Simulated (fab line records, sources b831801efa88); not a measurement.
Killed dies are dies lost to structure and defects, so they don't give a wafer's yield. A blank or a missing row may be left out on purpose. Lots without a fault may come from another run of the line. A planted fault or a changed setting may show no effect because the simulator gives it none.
fab line records | flow sfq_line
record lots=6 wafers=18 last_day=93
route steps=325 shown M7@288 I7@296
lots that met no fault: from a run of the same line without faults
start_h: hours from the record's first day to the start of the lot's first wafer shown | wait_h: hours since the lot's step before | " the same as in the row above | L1.1+2: a row that stands for several wafers | - no value, or no start given | * or withheld: withheld | < > ~ a bound
route shown NAME@n: a module of which the file shows steps, and the number in the route of the first | usual: mean/standard deviation of fault-free wafers | same: alike in all rows | chamber/n: place in a boat | sites: the reading at each site | _std_site: their standard deviation | _edge_site: outer sites' mean less inner sites' | radius_mm: how far each site lies from the wafer's centre | mask NAME#n: copy n | behind: the tool/chamber that last shaped the wafer | hold: why the lot was held/for how many hours/how that ended | device: the transistor (n, p or np) that didn't switch | end of line: the same wafers' tests at the end of the route | a step without rows: its recipe alone | killed: dies lost to structure and defects at the first sort, not the wafer's yield | map: a wafer's dies, x killed, . not, _ none there
set.NAME: the setting as run; set.NAME@STEP: as run at that earlier step | model.NAME: the simulator's own value behind a step, which no gauge read
lots at some steps of the route; a table a step, a row a wafer
services: from which hour (start_h, from the record's first day; less than 0 if before it) a tool's chamber was out of use, for how many hours, and why
## steps
# step SFQ_TRILAYER_M7_LITHO_EXPOSE_178
# recipe mask_id=M7 na=0.6 source_shape=conventional sigma_outer=0.65 target_cd_nm=500 dose_mj=14.4
# step SFQ_TRILAYER_M7_LITHO_PEB_180
# recipe peb_temp_c=115 peb_time_s=60 resist=KrF
# step SFQ_TRILAYER_M7_LITHO_DEVELOP_179
# recipe time_s=60 resist=KrF
# step SFQ_M7_OVL_MEAS_945
# usual M7_OVL=2/6.1
# columns lot.wafer tool chamber start_h wait_h M7_OVL[nm]
L645.2 overlay-01 - 2008.66 0.1 6
L645.3 " - " " 12
L645.5 " - " " 7
L649.3 overlay-02 - 2033.87 0.1 5
L649.5 " - " " 11
L649.6 " - " " 0
L651.2 overlay-01 - 2045.86 0.1 4
L651.3 " - " " -8
L651.6 " - " " -6
L650.1 overlay-01 - 2050.66 0.1 9
L650.2 " - " " 14
L650.3 " - " " 9
L652.3 overlay-02 - 2060.27 0.1 2
L652.5 " - " " -1
L652.6 " - " " -1
L653.3 overlay-02 - 2062.67 0.1 1
L653.4 " - " " 10
L653.5 " - " " 3
# step SFQ_TRILAYER_M7_BARC_OPEN_METAL_ETCH_229
# recipe mask_material=PR chemistry=O2 target_depth_nm=125 target=BARC icp_w=600 bias_w=80 pressure_mtorr=10 time_s=41.7
# usual drypump_motor_current_A=5.85/0.28 he_backside_leak_sccm=3.46/0.25 oes_product_au=0.685/0.0045
# columns lot.wafer tool chamber start_h wait_h drypump_motor_current_A he_backside_leak_sccm oes_product_au rf_hours_counter_h
L645.2 rie_metal-02 0 2008.69 0.0 5.48 3.26 0.686 92
L645.3 " 1 " " 6.02 3.44 0.689 -
L645.5 " 0 " " 5.46 3.42 0.685 -
L649.3 rie_metal-03 0 2033.91 0.0 6.34 3.35 0.684 -
L649.5 " 1 " " 5.84 3.17 0.687 -
L649.6 " 0 " " 6.36 3.27 0.681 -
L651.2 rie_metal-02 1 2045.89 0.0 6.00 3.50 0.680 48
L651.3 " 0 " " 5.46 3.62 0.678 -
L651.6 " 1 " " 5.99 3.57 0.698 -
L650.1 rie_metal-01 1 2050.69 0.0 5.84 3.56 0.690 110
L650.2 " 0 " " 5.65 3.83 0.695 72
L650.3 " 1 " " 5.86 3.50 0.682 -
L652.3 rie_metal-01 0 2060.31 0.0 5.64 3.58 0.681 -
L652.5 " 1 " " 5.85 3.49 0.689 -
L652.6 " 0 " " 5.62 3.67 0.687 -
L653.3 rie_metal-01 1 2062.71 0.0 5.89 3.54 0.697 -
L653.4 " 0 " " 5.63 3.63 0.680 -
L653.5 " 0 " " 5.63 3.67 0.687 -
# step SFQ_TRILAYER_M7_ETCH_METAL_ETCH_180
# recipe target=Nb stop_on=SiO2 mask_material=PR chemistry=Cl2/Ar target_depth_nm=240 icp_w=600 bias_w=80 pressure_mtorr=10 time_s=120
# usual drypump_motor_current_A=5.85/0.28 he_backside_leak_sccm=3.5/0.33 oes_product_au=0.892/0.007
# columns lot.wafer tool chamber start_h wait_h drypump_motor_current_A he_backside_leak_sccm oes_product_au rf_hours_counter_h
L645.2 rie_metal-02 0 2008.75 0.0 5.44 4.4 0.893 92
L645.3 " 1 " " 5.99 3.7 0.898 -
L645.5 " 0 " " 5.47 3.6 0.903 -
L649.3 rie_metal-03 0 2034.00 0.1 6.32 3.3 0.905 -
L649.5 " 1 " " 5.84 3.1 0.895 -
L649.6 " 0 " " 6.33 3.2 0.899 -
L651.2 rie_metal-02 1 2045.95 0.0 6.03 3.5 0.893 48
L651.3 " 0 " " 5.49 3.2 0.898 -
L651.6 " 1 " " 6.02 3.4 0.906 -
L650.1 rie_metal-01 1 2050.75 0.0 5.87 3.4 0.879 110
L650.2 " 0 " " 5.62 3.3 0.878 72
L650.3 " 1 " " 5.86 3.5 0.881 -
L652.3 rie_metal-01 0 2060.40 0.1 5.62 3.8 0.887 -
L652.5 " 1 " " 5.87 3.5 0.881 -
L652.6 " 0 " " 5.62 3.6 0.881 -
L653.3 rie_metal-01 1 2062.80 0.1 5.89 5.2 0.888 -
L653.4 " 0 " " 5.67 3.7 0.897 -
L653.5 " 0 " " 5.64 3.6 0.896 -
# step SFQ_TRILAYER_M7_STRIP_STRIP_181
# recipe gas=O2 power_w=200 platen_temp_c=40 overash_fraction=0.65 chemistry=O2 pressure_mtorr=50
# usual drypump_motor_current_A=5.85/0.28 he_backside_leak_sccm=3.45/0.24 oes_product_au=0.998/0.0087
# columns lot.wafer tool chamber start_h wait_h drypump_motor_current_A he_backside_leak_sccm oes_product_au rf_hours_counter_h
L645.2 rie_metal-02 0 2008.88 0.1 5.46 3.35 1.000 92
L645.3 " 1 " " 6.00 3.62 0.985 -
L645.5 " 0 " " 5.46 3.51 0.991 -
L649.3 rie_metal-03 0 2034.28 0.2 6.35 3.21 0.999 -
L649.5 " 1 " " 5.82 3.17 0.989 -
L649.6 " 0 " " 6.34 3.24 0.989 -
L651.2 rie_metal-02 1 2046.08 0.1 5.99 3.70 0.988 48
L651.3 " 0 " " 5.47 3.50 0.994 -
L651.6 " 1 " " 5.98 3.73 0.996 -
L650.1 rie_metal-01 1 2050.88 0.1 5.86 3.42 1.010 110
L650.2 " 0 " " 5.65 3.66 1.002 72
L650.3 " 1 " " 5.84 3.43 1.009 -
L652.3 rie_metal-01 0 2060.68 0.2 5.62 3.50 0.991 -
L652.5 " 1 " " 5.90 3.66 1.006 -
L652.6 " 0 " " 5.65 3.66 0.997 -
L653.3 rie_metal-01 1 2063.08 0.2 5.85 3.62 1.002 -
L653.4 " 0 " " 5.63 4.03 0.998 -
L653.5 " 0 " " 5.63 3.80 1.005 -
# step SFQ_TRILAYER_M7_STRIP_SOLV_CLEAN_182
# recipe chemistry=NMP temp_c=70 time_s=600
# step SFQ_TRILAYER_I7_DEP_PECVD_183
# recipe material=SiO2 temp_c=150 time_s=111.11 pressure_torr=2.4 rf_w=183.3 precursor=SiH4/N2O target_thk_nm=500
# usual chamber_pressure_Torr=2.399/0.0051 heater_power_outer_w=29/6.2 heater_power_w=82/12 throttle_valve_pct=24.5/1.3
# columns lot.wafer tool chamber start_h wait_h chamber_pressure_Torr heater_power_outer_w heater_power_w throttle_valve_pct
L645.2 pecvd-03 2 2009.65 0.0 2.391 32 89 22.5
L645.3 " 1 " " 2.397 37 96 23.3
L645.5 " 2 " " 2.403 33 90 22.5
L649.3 pecvd-02 0 2034.85 0.0 2.396 23 74 26.0
L649.5 " 0 " " 2.403 26 78 26.0
L649.6 " 2 " " 2.400 27 78 24.5
L651.2 pecvd-02 2 2046.85 0.0 2.403 32 86 24.6
L651.3 " 0 " " 2.396 35 87 25.9
L651.6 " 2 " " 2.397 36 91 24.7
L650.1 pecvd-02 0 2051.65 0.0 2.395 28 79 25.9
L650.2 " 1 " " 2.394 16 56 23.7
L650.3 " 2 " " 2.401 36 90 24.3
L652.3 pecvd-01 0 2061.25 0.0 2.400 23 74 27.1
L652.5 " 2 " " 2.402 32 83 23.6
L652.6 " 0 " " 2.394 25 78 26.9
L653.3 pecvd-02 1 2063.65 0.0 2.406 18 58 23.7
L653.4 " 2 " " 2.396 35 91 24.3
L653.5 " 1 " " 2.394 22 61 23.6
# step SFQ_TRILAYER_I7_CMP_CMP_184
# recipe material=SiO2 down_force_psi=3 platen_rpm=60 pad_velocity_m_s=0.94248
# step SFQ_I7_BOW_MEAS_946
# recipe mode=bow
# usual I7_BOW=9/11
# columns lot.wafer tool chamber start_h wait_h I7_BOW[um]
L645.2 film_metro-02 - 2015.26 1.5 17
L645.3 " - " " 0
L645.5 " - " " 20
L649.3 film_metro-01 - 2037.97 1.5 42
L649.5 " - " " 36
L649.6 " - " " 33
L651.2 film_metro-01 - 2051.35 1.5 7
L651.3 " - " " 10
L651.6 " - " " 1
L650.1 film_metro-02 - 2055.41 1.0 -4
L650.2 " - " " -11
L650.3 " - " " -16
L652.3 film_metro-04 - 2064.92 1.0 28
L652.5 " - " " 20
L652.6 " - " " 11
L653.3 film_metro-01 - 2066.77 1.5 1
L653.4 " - " " 7
L653.5 " - " " -4
# step SFQ_TRILAYER_I7_METRO_MEASURE_185
# usual thk_nm=203.4/1
# columns lot.wafer tool chamber start_h wait_h thk_nm
L645.2 film_metro-02 - 2015.56 0.3 203.9
L645.3 " - " " 204.5
L645.5 " - " " 203.7
L649.3 film_metro-01 - 2038.45 0.5 202.9
L649.5 " - " " 203.1
L649.6 " - " " 203.1
L651.2 film_metro-01 - 2051.65 0.3 203.9
L651.3 " - " " 203.5
L651.6 " - " " 205.9
L650.1 film_metro-02 - 2055.53 0.1 204.4
L650.2 " - " " 203.7
L650.3 " - " " 202.6
L652.3 film_metro-04 - 2065.40 0.5 202.0
L652.5 " - " " 203.7
L652.6 " - " " 204.1
L653.3 film_metro-01 - 2067.25 0.5 204.9
L653.4 " - " " 204.9
L653.5 " - " " 204.6
# step SFQ_TRILAYER_I7_VIA_LITHO_COAT_192
# recipe resist=BARC spin_rpm=3000 resist_thk_nm=62
# usual resist_line_temp_C=23.00/0.099 spin_speed_rpm=2999.8/2.4
# columns lot.wafer tool chamber start_h wait_h resist_line_temp_C spin_speed_rpm model.BARC_of_TRILAYER_I7_VIA_LITHO_COAT_192.thk_nm
L645.2 litho_track-03 0 2016.61 0.8 23.03 2998.7 62.33
L645.3 " 0 " " 22.96 2997.7 62.06
L645.5 " 0 " " 23.00 3000.1 62.34
L649.3 litho_track-03 0 2039.35 0.7 23.08 2998.1 62.2
L649.5 " 0 " " 23.07 3000.7 62.39
L649.6 " 0 " " 22.98 3001.1 62.36
L651.2 litho_track-03 0 2052.70 0.8 22.91 3195.0 59.87
L651.3 " 0 " " 23.14 3191.8 59.94
L651.6 " 0 " " 22.95 3194.8 59.74
L650.1 litho_track-03 0 2056.73 1.0 22.90 3198.4 60.32
L650.2 " 0 " " 22.86 3194.3 60.09
L650.3 " 0 " " 22.79 3192.1 60.11
L652.3 litho_track-04 0 2066.30 0.7 22.92 2998.4 62.25
L652.5 " 0 " " 23.05 2997.8 62.09
L652.6 " 0 " " 23.03 2993.7 62.13
L653.3 litho_track-02 0 2068.15 0.7 22.89 2997.6 62.23
L653.4 " 0 " " 22.99 2997.0 62.26
L653.5 " 0 " " 22.96 3000.8 62.16
# step SFQ_TRILAYER_I7_VIA_LITHO_COAT_187
# recipe resist=KrF spin_rpm=3000 resist_thk_nm=650
# step SFQ_TRILAYER_I7_VIA_LITHO_SOFTBAKE_191
# recipe temp_c=withheld time_s=withheld resist=KrF
# step SFQ_TRILAYER_I7_VIA_LITHO_EXPOSE_188
# recipe mask_id=I7 na=0.6 source_shape=conventional sigma_outer=0.65 target_cd_nm=1000 dose_mj=21.3
# step SFQ_TRILAYER_I7_VIA_LITHO_PEB_190
# recipe peb_temp_c=115 peb_time_s=60 resist=KrF
# step SFQ_TRILAYER_I7_VIA_LITHO_DEVELOP_189
# recipe time_s=60 resist=KrF
# step SFQ_I7_OVL_MEAS_947
# usual I7_OVL=-2/5.9
# columns lot.wafer tool chamber start_h wait_h I7_OVL[nm]
L645.2 overlay-01 - 2122.52 0.1 3
L645.3 " - " " 2
L645.5 " - " " 2
L649.3 overlay-02 - 2138.13 0.1 1
L649.5 " - " " 10
L649.6 " - " " 8
L651.2 overlay-02 - 2147.72 0.1 0
L651.3 " - " " 3
L651.6 " - " " 6
L650.1 overlay-01 - 2152.64 0.1 -1
L650.2 " - " " -3
L650.3 " - " " 2
L652.3 overlay-02 - 2160.61 0.1 -8
L652.5 " - " " -5
L652.6 " - " " -2
L653.3 overlay-02 - 2161.81 0.1 2
L653.4 " - " " -1
L653.5 " - " " -2
# step SFQ_TRILAYER_I7_VIA_BARC_OPEN_VIA_ETCH_260
# recipe mask_material=PR chemistry=O2 target_depth_nm=125 target=BARC source_w=500 bias_w=80 pressure_mtorr=30 time_s=41.7
# usual drypump_motor_current_A=5.8/0.41 oes_product_au=0.685/0.0046
# columns lot.wafer tool chamber start_h wait_h drypump_motor_current_A oes_product_au rf_hours_counter_h model.etch.depth_nm
L645.2 rie_diel-03 1 2122.55 0.0 5.4 0.682 3 62.33
L645.3 " 3 " " 6.2 0.684 5 62.06
L645.5 " 3 " " 6.2 0.684 - 62.34
L649.3 rie_diel-04 0 2138.15 0.0 6.0 0.677 3 62.2
L649.5 " 0 " " 6.0 0.685 - 62.39
L649.6 " 1 " " 5.3 0.690 - 62.36
L651.2 rie_diel-04 2 2147.75 0.0 6.2 0.674 4 59.87
L651.3 " 3 " " 5.5 0.670 11 59.94
L651.6 " 0 " " 6.0 0.678 - 59.74
L650.1 rie_diel-03 2 2152.68 0.0 6.5 0.675 19 60.32
L650.2 " 1 " " 5.5 0.673 3 60.09
L650.3 " 0 " " 6.4 0.676 18 60.11
L652.3 rie_diel-04 1 2160.63 0.0 5.3 0.680 1 62.25
L652.5 " 0 " " 6.0 0.679 - 62.09
L652.6 " 1 " " 5.3 0.692 - 62.13
L653.3 rie_diel-03 0 2161.83 0.0 6.4 0.678 18 62.23
L653.4 " 1 " " 5.5 0.685 - 62.26
L653.5 " 3 " " 6.2 0.689 - 62.16
# step SFQ_TRILAYER_I7_VIA_ETCH_VIA_ETCH_190
# recipe target=SiO2 stop_on=Nb mask_material=PR taper_deg=20 chemistry=CHF3 target_depth_nm=260 source_w=500 bias_w=80 pressure_mtorr=30 time_s=withheld
## services
# columns tool chamber start_h hours kind
pecvd-03 1 1991.29 4.6 repair
rie_diel-03 3 1991.80 4.3 repair
rie_diel-03 2 2015.06 11.5 repair
rie_diel-04 3 2016.60 1.9 repair
film_metro-02 - 2019.23 1.8 pm
rie_metal-02 - 2021.83 0.3 repair
pecvd-02 1 2038.42 9.0 repair
rie_diel-03 1 2046.65 9.8 repair
film_metro-01 - 2046.70 0.8 pm
pecvd-01 - 2047.87 0.8 repair
rie_diel-03 3 2059.87 3.9 repair
rie_diel-04 1 2069.95 2.8 repair
pecvd-01 - 2078.19 1.1 repair
rie_diel-04 3 2085.07 5.4 repair
rie_diel-04 1 2088.25 8.2 repair
pecvd-03 - 2092.18 28.1 pm
pecvd-02 0 2093.09 4.7 repair
film_metro-01 - 2107.45 1.8 pm
film_metro-04 - 2113.49 0.5 pm
rie_metal-03 1 2113.97 4.0 repair
rie_diel-04 1 2126.44 2.6 repair
film_metro-02 - 2146.96 0.5 pm
rie_diel-03 1 2154.61 2.7 repair
film_metro-02 - 2156.51 1.9 pm
## key
first_sign step=SFQ_TRILAYER_I7_VIA_LITHO_COAT_192 reading=spin_speed_rpm direction=up sigmas=80 usual=2999.8 struck=3194.4
effect none on later readings
model_effect step=SFQ_TRILAYER_I7_VIA_LITHO_COAT_192 value=BARC_of_TRILAYER_I7_VIA_LITHO_COAT_192.thk_nm without=61.92 struck=60.01
model_effect step=SFQ_TRILAYER_I7_VIA_BARC_OPEN_VIA_ETCH_260 value=etch.depth_nm without=61.92 struck=60.01
met_at SFQ_TRILAYER_I7_VIA_LITHO_COAT_192
struck_wafers L650.1,L650.2,L650.3,L651.2,L651.3,L651.6
onset_between 2039.35 2052.70
fault kind=process_parameter_drift tool=litho_track-03 chamber=- onset_h=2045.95 steps=SFQ_TRILAYER_I7_VIA_LITHO_COAT_192 channel=spin_rpm offset=194.24 shape=step end_h=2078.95 acts_in=these_recipes_only stated=3000
